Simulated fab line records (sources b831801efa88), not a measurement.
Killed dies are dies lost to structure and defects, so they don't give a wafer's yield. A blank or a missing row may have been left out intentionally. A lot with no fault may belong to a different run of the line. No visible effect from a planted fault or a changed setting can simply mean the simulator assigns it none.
fab line records	flow sky130
record lots=6	wafers=18	last-day=50
route steps=708 shown METAL1@442 VIA1@458 METAL2@483 PAD_OPEN@708
lots that met no fault: taken from a fault-free run of the same line
start-h: the number of hours between the record's first day and the start of the first shown wafer of the lot	wait-h: how many hours have passed since the lot's step before this one	" same as the row above	L1.1+2: several wafers, shown together as one row	- no value, or no start was given	* or withheld: withheld	< > ~ a bound
route shown NAME@n: NAME is a module with steps in the file, n the number in the route of the first one	usual: average and standard deviation across the fault-free wafers	same: alike in all rows	chamber/n: place in a boat	sites: per-site readings	_std_site: the values' standard deviation	_edge_site: the outer-site mean with the inner-site mean subtracted	radius-mm: for every site, how far away it sits from the centre of the wafer	mask NAME#n: copy n	behind: tool/chamber where the wafer was last shaped	hold: reason for holding the lot/hours on hold/outcome of the hold	device: which transistor (n, p or np) failed to switch	end of line: tests of these same wafers at the route's end	a step without rows: its recipe alone	killed: count of dies lost to structure and defects at first sort (not the wafer's yield)	map: a wafer's dies, x killed, . not, _ none there
set.NAME: the setting that was run; set.NAME@STEP: the one run at that earlier step	model.NAME: the simulator's own value behind a step, which no gauge read
lots at some steps of the route; a table a step, a row a wafer
services: a tool's chamber out of use, with start hour (start-h, from the record's first day; less than 0 if before it), hours out, and reason
## steps
# step SKY_METAL1_HMDS_08
# recipe prime-time-s=60	prime-temp-c=120
# step SKY_METAL1_COAT_09
# recipe resist=BARC	temp-c=withheld	time-s=withheld	spin-rpm=3000	resist-thk-nm=60
# step SKY_METAL1_COAT_10
# recipe resist=KrF-thick	spin-rpm=3000	resist-thk-nm=450
# step SKY_METAL1_SOFTBAKE_11
# recipe temp-c=100	time-s=90	resist=KrF-thick
# step SKY_METAL1_EXPOSE_12
# recipe mask-id=MM1	na=0.8	source-shape=annular	sigma-inner=0.55	sigma-outer=0.85	target-cd-nm=140	dose-mj=28
# step SKY_METAL1_PEB_13
# recipe peb-temp-c=withheld	peb-time-s=withheld	resist=KrF-thick
# step SKY_METAL1_DEVELOP_14
# recipe develop-time-s=60	resist=KrF-thick	dev-temp-c=21
# step SKY_METAL1_CD_MEAS_15
# recipe target-cd-nm=140
# usual cd-nm=140.5/1.4
lot.wafer	tool	chamber	start-h	wait-h	cd-nm
L242.2	cd-sem-01	-	808.20	-	141.4
L242.3	"	-	"	"	141.1
L242.5	"	-	"	"	141.3
L244.3	cd-sem-01	-	817.55	-	141.1
L244.4	"	-	"	"	140.5
L244.6	"	-	"	"	141.5
L247.1	cd-sem-02	-	845.94	-	141.9
L247.2	"	-	"	"	141.2
L247.5	"	-	"	"	142.1
L257.1	cd-sem-01	-	914.04	-	136.3
L257.2	"	-	"	"	137.7
L257.5	"	-	"	"	137.8
L258.2	cd-sem-02	-	920.01	-	141.5
L258.4	"	-	"	"	141.0
L258.5	"	-	"	"	139.3
L261.1	cd-sem-01	-	947.34	-	139.1
L261.2	"	-	"	"	140.1
L261.6	"	-	"	"	139.3
# step SKY_METAL1_OVL_MEAS_16
# usual METAL1_OVL=7/4
lot.wafer	tool	chamber	start-h	wait-h	METAL1_OVL[nm]
L242.2	overlay-02	-	808.31	0.1	-1
L242.3	"	-	"	"	3
L242.5	"	-	"	"	-3
L244.3	overlay-01	-	817.64	0.1	10
L244.4	"	-	"	"	6
L244.6	"	-	"	"	5
L247.1	overlay-02	-	846.06	0.1	10
L247.2	"	-	"	"	9
L247.5	"	-	"	"	7
L257.1	overlay-02	-	914.16	0.1	6
L257.2	"	-	"	"	-1
L257.5	"	-	"	"	1
L258.2	overlay-01	-	920.11	0.1	7
L258.4	"	-	"	"	9
L258.5	"	-	"	"	6
L261.1	overlay-01	-	947.46	0.1	4
L261.2	"	-	"	"	8
L261.6	"	-	"	"	11
# step SKY_METAL1_DESCUM_17
# recipe chemistry=O2	source-power-w=150	bias-power-w=0	pressure-mtorr=10	temp-c=40	time-s=8
# usual drypump-motor-current-A=5.9/0.37	oes-product-au=1.000/0.017
lot.wafer	tool	chamber	start-h	wait-h	drypump-motor-current-A	oes-product-au	rf-hours-counter-h
L242.2	rie-metal-04	1	808.34	0.0	5.4	0.995	13
L242.3	"	1	"	"	5.4	1.004	-
L242.5	"	1	"	"	5.4	0.987	-
L244.3	rie-metal-04	0	817.68	0.0	6.3	1.012	-
L244.4	"	1	"	"	5.4	0.990	-
L244.6	"	0	"	"	6.3	1.009	-
L247.1	rie-metal-04	1	846.10	0.0	5.4	0.983	14
L247.2	"	0	"	"	6.3	1.020	13
L247.5	"	0	"	"	6.3	1.006	-
L257.1	rie-metal-01	1	914.19	0.0	5.9	1.009	16
L257.2	"	1	"	"	6.0	1.002	-
L257.5	"	1	"	"	6.0	1.010	-
L258.2	rie-metal-01	1	920.15	0.0	5.9	0.995	-
L258.4	"	1	"	"	5.9	1.002	-
L258.5	"	1	"	"	5.9	1.001	-
L261.1	rie-metal-04	1	947.50	0.0	5.4	0.959	3
L261.2	"	1	"	"	5.4	0.960	-
L261.6	"	1	"	"	5.4	0.948	-
# step SKY_METAL1_ETCH_18
# recipe chemistry=N2/H2	target=BARC	ion-energy-ev=200	bias-w=100	pressure-mtorr=30	n2-flow-sccm=100	h2-flow-sccm=200	icp-w=500	stop-on=SiO2	time-s=45.9	target-depth-a=600
# step SKY_METAL1_METAL_ETCH_19
# recipe target-depth-a=3600	stop-on=SiO2	over-etch-frac=0.3	time-s=78	chemistry=Cl2/BCl3	resist-sidewall-deg=88	pressure-mtorr=10	icp-w=900	bias-w=48.5	Cl2_flow_sccm=60	bcl3-flow-sccm=30
# usual bias-w=48.51/0.13	drypump-motor-current-A=5.9/0.38	oes-product-au=0.856/0.0067	throttle-valve-pct=22.265/0.0094
# same over-etch-frac=0.3
lot.wafer	tool	chamber	start-h	wait-h	bias-w	drypump-motor-current-A	oes-product-au	rf-hours-counter-h	throttle-valve-pct
L242.2	rie-metal-04	1	808.44	0.0	48.35	5.4	0.858	13	22.282
L242.3	"	1	"	"	48.40	5.4	0.843	-	22.273
L242.5	"	1	"	"	48.47	5.3	0.863	-	22.275
L244.3	rie-metal-04	0	817.79	0.1	48.20	6.3	0.840	-	22.266
L244.4	"	1	"	"	48.34	5.4	0.854	-	22.269
L244.6	"	0	"	"	48.36	6.3	0.839	-	22.271
L247.1	rie-metal-04	1	846.19	0.0	48.72	5.3	0.868	14	22.255
L247.2	"	0	"	"	48.51	6.3	0.869	13	22.254
L247.5	"	0	"	"	48.61	6.3	0.862	-	22.270
L257.1	rie-metal-01	1	914.38	0.1	48.56	5.9	0.866	16	22.267
L257.2	"	1	"	"	48.42	6.0	0.865	-	22.261
L257.5	"	1	"	"	48.44	6.0	0.858	-	22.257
L258.2	rie-metal-01	1	920.36	0.1	48.63	5.9	0.867	-	22.259
L258.4	"	1	"	"	48.83	5.9	0.856	-	22.259
L258.5	"	1	"	"	48.65	6.0	0.857	-	22.272
L261.1	rie-metal-04	1	947.69	0.1	48.56	5.4	0.859	3	22.253
L261.2	"	1	"	"	48.57	5.4	0.850	-	22.262
L261.6	"	1	"	"	48.68	5.4	0.865	-	22.260
# step SKY_METAL1_STRIP_20
# recipe chemistry=O2/N2	power-w=1400	pressure-mtorr=1500	platen-temp-c=withheld	o2-flow-sccm=3000	n2-flow-sccm=300	overash-fraction=0.5
# usual drypump-motor-current-A=5.8/0.53	oes-product-au=0.343/0.0055	strip-time-to-endpoint-s=2.69/0.083
lot.wafer	tool	chamber	start-h	wait-h	drypump-motor-current-A	oes-product-au	rf-hours-counter-h	strip-time-to-endpoint-s
L242.2	plasma-asher-03	1	808.53	0.1	6.2	0.351	69	2.79
L242.3	"	1	"	"	6.2	0.355	-	2.82
L242.5	"	1	"	"	6.2	0.352	-	2.77
L244.3	plasma-asher-04	0	817.89	0.1	5.6	0.343	-	2.64
L244.4	"	1	"	"	4.9	0.342	-	2.72
L244.6	"	0	"	"	5.6	0.343	-	2.65
L247.1	plasma-asher-04	0	846.28	0.1	5.6	0.345	42	2.76
L247.2	"	1	"	"	4.9	0.346	42	2.65
L247.5	"	1	"	"	4.9	0.338	-	2.58
L257.1	plasma-asher-03	1	914.56	0.1	6.2	0.334	83	2.68
L257.2	"	0	"	"	6.2	0.338	83	2.66
L257.5	"	1	"	"	6.2	0.337	-	2.66
L258.2	plasma-asher-03	1	920.51	0.1	6.2	0.340	84	2.72
L258.4	"	0	"	"	6.2	0.342	-	2.72
L258.5	"	1	"	"	6.2	0.345	-	2.72
L261.1	plasma-asher-04	1	947.87	0.1	4.9	0.346	52	2.87
L261.2	"	0	"	"	5.6	0.359	52	2.88
L261.6	"	1	"	"	4.9	0.352	-	2.87
# step SKY_METAL1_STRIP_21
# recipe chemistry=post-etch-residue-remover	time-s=1200	temp-c=72.5
# step SKY_METAL1_CLEAN_22
# recipe chemistry=IPA	time-s=180	temp-c=25
# step SKY_METAL1_CLEAN_23
# recipe chemistry=O3/DIW	dry=n2-spin
# step SKY_VIA1_HDPCVD_00
# recipe material=SiO2	target-thk-nm=1030	sigma-open-frac=0.3	time-s=171.7	temp-c=400	sih4-flow-sccm=60	pressure-mtorr=6
# step SKY_VIA1_THK_MEAS_01
# recipe reads=SiO2_of_VIA1_HDPCVD_00
# usual VIA1_HDPCVD_THK=1028/13
lot.wafer	tool	chamber	start-h	wait-h	VIA1_HDPCVD_THK[nm]
L242.2	film-metro-01	-	809.28	0.1	1030
L242.3	"	-	"	"	1022
L242.5	"	-	"	"	1012
L244.3	film-metro-04	-	818.62	0.1	1025
L244.4	"	-	"	"	1041
L244.6	"	-	"	"	1019
L247.1	film-metro-04	-	846.99	0.1	1019
L247.2	"	-	"	"	1019
L247.5	"	-	"	"	1012
L257.1	film-metro-01	-	915.38	0.1	1026
L257.2	"	-	"	"	1007
L257.5	"	-	"	"	1017
L258.2	film-metro-04	-	921.23	0.1	1020
L258.4	"	-	"	"	1030
L258.5	"	-	"	"	1020
L261.1	film-metro-02	-	948.59	0.1	1044
L261.2	"	-	"	"	1051
L261.6	"	-	"	"	1027
# step SKY_VIA1_CMP_02
# recipe material=SiO2	down-force-psi=4	platen-rpm=60	pad-velocity-m-s=0.94248
# step SKY_VIA1_BOW_MEAS_03
# recipe mode=bow
# usual VIA1_BOW=81/7.4
lot.wafer	tool	chamber	start-h	wait-h	VIA1_BOW[um]
L242.2	film-metro-01	-	809.65	0.1	78
L242.3	"	-	"	"	82
L242.5	"	-	"	"	86
L244.3	film-metro-02	-	819.11	0.2	81
L244.4	"	-	"	"	81
L244.6	"	-	"	"	78
L247.1	film-metro-01	-	847.51	0.2	83
L247.2	"	-	"	"	84
L247.5	"	-	"	"	89
L257.1	film-metro-04	-	917.38	0.1	84
L257.2	"	-	"	"	73
L257.5	"	-	"	"	74
L258.2	film-metro-02	-	921.60	0.2	75
L258.4	"	-	"	"	83
L258.5	"	-	"	"	76
L261.1	film-metro-04	-	948.95	0.1	76
L261.2	"	-	"	"	76
L261.6	"	-	"	"	87
# step SKY_VIA1_DEHYDRATE_04
# recipe temp-c=200	time-s=60
# step SKY_VIA1_HMDS_05
# recipe prime-time-s=60	prime-temp-c=120
# step SKY_VIA1_COAT_06
# recipe resist=BARC	temp-c=withheld	time-s=withheld	spin-rpm=3000	resist-thk-nm=60
# step SKY_VIA1_COAT_07
# recipe resist=KrF-thick	spin-rpm=3000	resist-thk-nm=450
# step SKY_VIA1_SOFTBAKE_08
# recipe temp-c=100	time-s=90	resist=KrF-thick
# step SKY_VIA1_EXPOSE_09
# recipe mask-id=VIM	na=0.8	source-shape=annular	sigma-inner=0.55	sigma-outer=0.85	target-cd-nm=150	dose-mj=38
# step SKY_VIA1_PEB_10
# recipe peb-temp-c=withheld	peb-time-s=withheld	resist=KrF-thick
# step SKY_VIA1_DEVELOP_11
# recipe develop-time-s=60	resist=KrF-thick	dev-temp-c=21
# step SKY_VIA1_CD_MEAS_12
# recipe target-cd-nm=150
# usual cd-nm=150.1/1.7
lot.wafer	tool	chamber	start-h	wait-h	cd-nm
L242.2	cd-sem-02	-	833.30	-	149.4
L242.3	"	-	"	"	151.2
L242.5	"	-	"	"	151.2
L244.3	cd-sem-01	-	844.72	-	148.7
L244.4	"	-	"	"	149.1
L244.6	"	-	"	"	151.0
L247.1	cd-sem-01	-	873.49	-	146.4
L247.2	"	-	"	"	146.8
L247.5	"	-	"	"	147.0
L257.1	cd-sem-01	-	942.73	-	149.3
L257.2	"	-	"	"	150.4
L257.5	"	-	"	"	151.8
L258.2	cd-sem-02	-	947.05	-	151.0
L258.4	"	-	"	"	153.1
L258.5	"	-	"	"	150.4
L261.1	cd-sem-01	-	973.18	-	150.8
L261.2	"	-	"	"	150.7
L261.6	"	-	"	"	150.0
# step SKY_VIA1_OVL_MEAS_13
# usual VIA1_OVL=-1/4.6
lot.wafer	tool	chamber	start-h	wait-h	VIA1_OVL[nm]
L242.2	overlay-01	-	833.41	0.1	-7
L242.3	"	-	"	"	3
L242.5	"	-	"	"	2
L244.3	overlay-02	-	844.81	0.1	0
L244.4	"	-	"	"	-2
L244.6	"	-	"	"	-1
L247.1	overlay-01	-	873.61	0.1	-2
L247.2	"	-	"	"	-4
L247.5	"	-	"	"	2
L257.1	overlay-01	-	942.85	0.1	1
L257.2	"	-	"	"	5
L257.5	"	-	"	"	7
L258.2	overlay-02	-	947.16	0.1	2
L258.4	"	-	"	"	-1
L258.5	"	-	"	"	-3
L261.1	overlay-01	-	973.30	0.1	4
L261.2	"	-	"	"	-2
L261.6	"	-	"	"	-2
# step SKY_VIA1_ETCH_14
# recipe chemistry=N2/H2	target=BARC	ion-energy-ev=200	source-w=500	bias-w=100	pressure-mtorr=30	n2-flow-sccm=100	h2-flow-sccm=200	stop-on=SiO2	time-s=45.9	target-depth-a=600
# step SKY_VIA1_ETCH_15
# recipe target=SiO2	chemistry=C4F8/O2/Ar	target-depth-nm=351	stop-on=TiN	mask-material=KrF-thick	source-w=1500	bias-w=1200	pressure-mtorr=40	c4f8-flow-sccm=withheld	O2_flow_sccm=6	Ar_flow_sccm=300	time-s=54
# step SKY_VIA1_STRIP_16
# recipe chemistry=O2/N2	power-w=1400	pressure-mtorr=1500	platen-temp-c=withheld	o2-flow-sccm=3000	n2-flow-sccm=300	overash-fraction=0.5
# step SKY_VIA1_STRIP_17
# recipe chemistry=post-etch-residue-remover	time-s=1200	temp-c=72.5
# step SKY_VIA1_CLEAN_18
# recipe chemistry=IPA	time-s=180	temp-c=25
# step SKY_VIA1_CLEAN_19
# recipe chemistry=O3/DIW	dry=n2-spin
# step SKY_VIA1_SPUTTER_20
# recipe material=TiN	target-thk-nm=20	chamber-pressure-pa=5	power-w=4000	time-s=80
# usual throttle-valve-pct=30.0/1.3
lot.wafer	tool	chamber	start-h	wait-h	throttle-valve-pct
L242.2	pvd-sputter-02	-	834.12	0.0	30.8
L242.3	"	-	"	"	31.4
L242.5	"	-	"	"	30.3
L244.3	pvd-sputter-01	-	845.56	0.0	31.5
L244.4	"	-	"	"	29.0
L244.6	"	-	"	"	31.4
L247.1	pvd-sputter-01	-	874.33	0.0	31.6
L247.2	"	-	"	"	29.0
L247.5	"	-	"	"	31.1
L257.1	pvd-sputter-03	-	943.57	0.0	31.8
L257.2	"	-	"	"	28.4
L257.5	"	-	"	"	31.7
L258.2	pvd-sputter-02	-	947.91	0.0	29.3
L258.4	"	-	"	"	31.1
L258.5	"	-	"	"	30.7
L261.1	pvd-sputter-03	-	974.02	0.0	30.3
L261.2	"	-	"	"	31.7
L261.6	"	-	"	"	31.7
# step SKY_VIA1_CVD_21
# recipe material=W	target-thk-nm=270	time-s=80.902	temp-c=400	pressure-torr=40
# usual heater-power-w=933/120
lot.wafer	tool	chamber	start-h	wait-h	heater-power-w
L242.2	cvd-w-02	1	834.18	0.0	947
L242.3	"	1	"	"	935
L242.5	"	0	"	"	1122
L244.3	cvd-w-02	1	845.65	0.1	921
L244.4	"	0	"	"	1103
L244.6	"	1	"	"	936
L247.1	cvd-w-01	0	874.39	0.0	955
L247.2	"	1	"	"	777
L247.5	"	1	"	"	803
L257.1	cvd-w-02	0	943.63	0.0	1115
L257.2	"	1	"	"	936
L257.5	"	1	"	"	927
L258.2	cvd-w-02	1	947.97	0.0	917
L258.4	"	1	"	"	934
L258.5	"	0	"	"	1097
L261.1	cvd-w-01	0	974.08	0.0	878
L261.2	"	1	"	"	789
L261.6	"	0	"	"	859
# step SKY_VIA1_RS_MEAS_22
# recipe thk-meas-gauge=four-point-probe	reads=W_of_VIA1_CVD_21+TiN_of_VIA1_SPUTTER_20
# usual VIA1_W_RS=0.427/0.0047
lot.wafer	tool	chamber	start-h	wait-h	VIA1_W_RS[ohm/sq]
L242.2	film-metro-02	-	834.29	0.1	0.428
L242.3	"	-	"	"	0.430
L242.5	"	-	"	"	0.432
L244.3	film-metro-01	-	845.75	0.1	0.427
L244.4	"	-	"	"	0.424
L244.6	"	-	"	"	0.425
L247.1	film-metro-04	-	874.48	0.1	0.429
L247.2	"	-	"	"	0.421
L247.5	"	-	"	"	0.424
L257.1	film-metro-01	-	943.73	0.1	0.426
L257.2	"	-	"	"	0.425
L257.5	"	-	"	"	0.431
L258.2	film-metro-01	-	948.08	0.1	0.430
L258.4	"	-	"	"	0.429
L258.5	"	-	"	"	0.424
L261.1	film-metro-04	-	974.17	0.1	0.430
L261.2	"	-	"	"	0.425
L261.6	"	-	"	"	0.435
# step SKY_VIA1_THK_MEAS_23
# recipe thk-meas-gauge=xrf	reads=W_of_VIA1_CVD_21
# usual VIA1_W_THK=273/3.7
lot.wafer	tool	chamber	start-h	wait-h	VIA1_W_THK[nm]
L242.2	film-metro-02	-	834.40	0.1	271
L242.3	"	-	"	"	271
L242.5	"	-	"	"	271
L244.3	film-metro-01	-	845.85	0.1	270
L244.4	"	-	"	"	272
L244.6	"	-	"	"	271
L247.1	film-metro-04	-	874.60	0.1	276
L247.2	"	-	"	"	281
L247.5	"	-	"	"	279
L257.1	film-metro-01	-	943.85	0.1	275
L257.2	"	-	"	"	276
L257.5	"	-	"	"	273
L258.2	film-metro-01	-	948.19	0.1	271
L258.4	"	-	"	"	273
L258.5	"	-	"	"	275
L261.1	film-metro-04	-	974.29	0.1	274
L261.2	"	-	"	"	276
L261.6	"	-	"	"	269
# step SKY_VIA1_CMP_24
# recipe stop-on=SiO2	t-overpolish-s=15	down-force-psi=3.5	platen-rpm=60	target-thk-nm=0	pad-velocity-m-s=0.94248
# usual motor-current-A=10.6/1.2	overpolish-run-s=15.000/0.009	time-to-endpoint-s=65.5/2.5
# same t-overpolish-s=15
lot.wafer	tool	chamber	start-h	wait-h	motor-current-A	overpolish-run-s	time-to-endpoint-s
L242.3	cmp-01	3	834.50	0.1	11.4	15.000	63.6
L242.2	"	0	"	"	11.7	15.000	65.1
L242.5	"	2	"	"	8.6	15.002	63.9
L244.4	cmp-01	0	846.11	0.2	11.1	14.993	70.2
L244.3	"	1	"	"	9.9	15.004	65.6
L244.6	"	3	"	"	10.4	14.999	67.8
L247.2	cmp-01	1	874.66	0.0	9.7	14.990	64.0
L247.1	"	0	"	"	11.6	15.014	68.8
L247.5	"	2	"	"	8.6	15.011	68.4
L257.2	cmp-01	3	943.91	0.0	10.9	14.998	66.6
L257.1	"	0	"	"	11.3	14.990	66.6
L257.5	"	0	"	"	11.5	14.997	68.6
L258.2	cmp-01	3	948.29	0.1	10.6	15.003	65.0
L258.4	"	1	"	"	10.2	14.999	65.3
L258.5	"	3	"	"	10.9	15.005	71.5
L261.1	cmp-01	0	974.45	0.1	11.4	14.999	64.8
L261.2	"	1	"	"	10.3	14.994	63.6
L261.6	"	2	"	"	8.7	15.001	62.6
# step SKY_METAL2_SPUTTER_00
# recipe material=Ti	target-thk-nm=15	power-w=3000	time-s=10	chamber-pressure-pa=0.4
# step SKY_PAD_OPEN_PROBE_99
# usual defect-limited-yield=82.8/2	killed_at_M0_to_M3=43/7.8	killed_at_M4_up=3.2/1.9	killed-at-contacts=24/5	killed-at-front-end=14/4.5	killed-at-other=0.2/0.41	killed-dies=84/9.6	killed-open=47/6.9	killed-short=38/6	sort_bin_3_pad_short=0.8/0.43	sort_bin_5_function=10.1/1.4	sort_bin_6_memory=6.3/1.1	sort-n-pass=408/9.6	sort-yield-pct=82.8/2
# same gross-dies=492	killed-at-back-side=0	sort_bin_4_leakage[%]=0	sort_bin_8_speed[%]=0
lot.wafer	tool	chamber	start-h	wait-h	defect-limited-yield[%]	killed_at_M0_to_M3	killed_at_M4_up	killed-at-contacts	killed-at-front-end	killed-at-other	killed-dies	killed-open	killed-short	sort_bin_3_pad_short[%]	sort_bin_5_function[%]	sort_bin_6_memory[%]	sort-n-pass	sort-yield-pct[%]	model.etest.tester.sort-n-pass	model.etest.tester.sort-yield-pct	model.etest.tester.sort_bin_5_pct	model.etest.tester.sort_bin_3_pct
L247.1	prober-01	-	1139.46	0.1	83.3	36	7	23	16	0	82	42	40	1.0	8.9	6.7	410	83.3	410	83.33	8.943	1.016
L247.2	prober-01	-	1139.51	0.1	83.3	47	2	16	16	1	82	41	41	0.8	9.3	6.5	410	83.3	410	83.33	9.35	0.813
L247.5	prober-01	-	1139.66	0.2	83.3	44	2	20	16	0	82	46	36	0.4	11.4	4.9	410	83.3	410	83.33	11.38	0.4065
L257.1	prober-01	-	1187.67	0.1	77.0	78	2	22	10	1	113	48	34	2.0	12.8	8.1	379	77.0	379	77.03	12.8	2.033
L257.2	prober-01	-	1187.72	0.1	75.6	92	4	14	10	0	120	43	22	3.7	14.0	6.7	372	75.6	372	75.61	14.02	3.659
L257.5	prober-01	-	1187.87	0.2	77.4	64	5	30	11	1	111	38	45	2.6	13.8	6.1	381	77.4	381	77.44	13.82	2.642
L258.2	prober-02	-	1190.29	0.1	78.5	74	1	15	14	2	106	39	39	2.2	13.6	5.7	386	78.5	386	78.46	13.62	2.236
L258.4	prober-02	-	1190.39	0.2	71.7	93	2	34	10	0	139	50	39	3.9	15.4	8.9	353	71.7	353	71.75	15.45	3.862
L258.5	prober-02	-	1190.44	0.2	78.3	76	1	15	15	0	107	46	36	1.2	13.6	6.9	385	78.3	385	78.25	13.62	1.22
# killed by level:class
L247.1 VIA1:geometric-particle:open=12 LI_CONTACT:geometric-particle:open=7 CONTACT:geometric-particle:open=6 FIELD_ISO:geometric-particle:short=5 LI_CONTACT:geometric-particle:short=5 METAL4:geometric-particle:short=5 FIELD_ISO:geometric-particle:open=4 CONTACT:geometric-particle:short=4
L247.2 VIA1:geometric-particle:open=16 METAL1:geometric-particle:short=8 METAL2:geometric-particle:short=8 FIELD_ISO:geometric-particle:short=6 LI_CONTACT:geometric-particle:open=5 CONTACT:geometric-particle:short=5 POLY_GATE:geometric-particle:short=4 METAL2:geometric-particle:open=4
L247.5 VIA1:geometric-particle:open=13 METAL2:geometric-particle:short=9 VIA2:geometric-particle:open=7 LI_CONTACT:geometric-particle:open=6 CONTACT:geometric-particle:open=6 FIELD_ISO:geometric-particle:short=5 FIELD_ISO:geometric-particle:open=5 CONTACT:geometric-particle:short=5
L257.1 METAL1:unspecified=31 VIA1:geometric-particle:open=12 LI_CONTACT:geometric-particle:open=8 VIA2:geometric-particle:open=8 METAL2:geometric-particle:short=8 CONTACT:geometric-particle:open=6 VIA3:geometric-particle:open=6 CONTACT:geometric-particle:short=5
L257.2 METAL1:unspecified=55 VIA1:geometric-particle:open=12 CONTACT:geometric-particle:open=9 VIA3:geometric-particle:open=6 FIELD_ISO:geometric-particle:short=5 METAL1:geometric-particle:short=4 VIA1:geometric-particle:short=4 VIA2:geometric-particle:open=3
L257.5 METAL1:unspecified=28 LI_CONTACT:geometric-particle:open=9 VIA1:geometric-particle:open=9 METAL1:geometric-particle:short=8 LOCAL_INTERCONNECT:geometric-particle:short=7 CONTACT:geometric-particle:short=6 CONTACT:geometric-particle:open=5 VIA3:geometric-particle:open=4
L258.2 METAL1:unspecified=28 VIA1:geometric-particle:open=10 METAL2:geometric-particle:short=7 VIA2:geometric-particle:open=7 VIA2:geometric-particle:short=6 CONTACT:geometric-particle:open=5 VIA3:geometric-particle:open=5 FIELD_ISO:geometric-particle:open=4
L258.4 METAL1:unspecified=50 CONTACT:geometric-particle:open=15 VIA1:geometric-particle:open=14 CONTACT:geometric-particle:short=9 METAL2:geometric-particle:short=6 LI_CONTACT:geometric-particle:open=6 VIA2:geometric-particle:open=5 METAL1:geometric-particle:short=4
L258.5 METAL1:unspecified=25 VIA1:geometric-particle:open=10 VIA2:geometric-particle:open=9 METAL2:geometric-particle:short=6 VIA3:geometric-particle:open=6 POLY_GATE:geometric-particle:open=5 LI_CONTACT:geometric-particle:open=5 METAL1:geometric-particle:short=5
# map L257.2 (x killed, . not)
__________.x......x._________
________.........x...x_______
______.x..xxx..........._____
_____.........x.......x..____
____.........x............___
___x.......xx.x..x.........__
__....xx....x.......x......._
_................x..x...x....
_....x.......x.x....x.xx.....
_.xxx.x.....x.......x........
_..xxxxx........x..xx..x.....
_xxxxxxx.x.............x...x.
_xxxxxxxxxxx...........x.....
_.xxxxxxx...x...xx.........x.
_xxxxxxxxx.................x.
__xxxxxxx..x....xx.x....x..x_
___xxx.xx.x..x.........x...__
____x....x.......x...x.xx.___
_____....................____
______...........x......_____
________..........x.xx_______
__________....x.x..._________
# map L258.4 (x killed, . not)
__________.x..x....._________
________.......xxx..xx_______
______..........x.x....._____
_____..x.........x.x.x...____
____.x...............x.xx.___
___..x........x.........x..__
__x....x......x.......x....._
_..x.......x........x.......x
_..x.xx.......x...x....x.x...
_xxx....x....x..x..xx...x....
_.xx.xxx.....x...x.....x...x.
_xxxxxxxxxx..x...xx..........
_xxxxxxxxx...x...............
_xxxxxxxxx..x.xx...x.x.......
_xxxxxxxx......x..x.x.....x..
__xxxxxx..xx.x...........xx._
___.xxxxx.x.....x.x........__
____xxx................x..___
_____.x..x........x...x.x____
______..x.x..xx.x......._____
________........x....._______
__________.x...x.x.._________
## services
tool	chamber	start-h	hours	kind
rie-metal-01	-	786.64	0.2	repair
pvd-sputter-02	-	793.71	5.4	repair
pvd-sputter-02	-	797.55	25.6	repair
cvd-w-01	-	801.76	3.6	repair
cvd-w-01	-	806.84	0.6	repair
pvd-sputter-03	-	824.93	2.9	repair
cvd-w-02	0	835.26	5.8	repair
plasma-asher-04	-	854.42	21.9	repair
cmp-01	-	867.23	0.3	repair
pvd-sputter-02	-	871.33	5.8	repair
pvd-sputter-01	-	881.97	18.4	repair
cvd-w-02	0	882.43	4.0	repair
plasma-asher-03	-	884.50	0.3	repair
cvd-w-01	-	888.82	6.9	pm
cmp-01	-	891.98	5.2	pm
rie-metal-01	0	911.02	9.7	repair
cmp-01	-	912.18	4.0	pm
cmp-01	-	924.93	7.1	pm
plasma-asher-03	-	930.92	2.9	repair
plasma-asher-04	-	949.79	2.9	repair
cmp-01	-	958.01	2.0	repair
rie-metal-01	-	966.48	0.8	repair
rie-metal-04	-	969.54	1.4	pm
rie-metal-04	0	972.82	4.8	repair
## key
first-sign step=SKY_PAD_OPEN_PROBE_99	reading=killed_at_M0_to_M3	direction=up	sigmas=4.7	usual=43	struck=80
effect step=SKY_PAD_OPEN_PROBE_99	reading=sort_bin_3_pad_short	direction=up	sigmas=4.1	usual=0.8	struck=2.6
model-effect step=SKY_PAD_OPEN_PROBE_99	value=etest.tester.sort-n-pass	without=407.8	struck=376
met-at SKY_METAL1_STRIP_20
struck-wafers L257.1,L257.2,L257.5,L258.2,L258.4,L258.5
onset-between 808.53 914.56
also-fits SKY_METAL1_DESCUM_17:rie-metal-01,SKY_METAL1_METAL_ETCH_19:rie-metal-01,SKY_VIA1_CVD_21:cvd-w-02
fault kind=chamber-particle-source	tool=plasma-asher-03	chamber=-	onset-h=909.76	steps=SKY_METAL1_STRIP_20	rate-per-visit-cm2=0.711	end-h=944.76
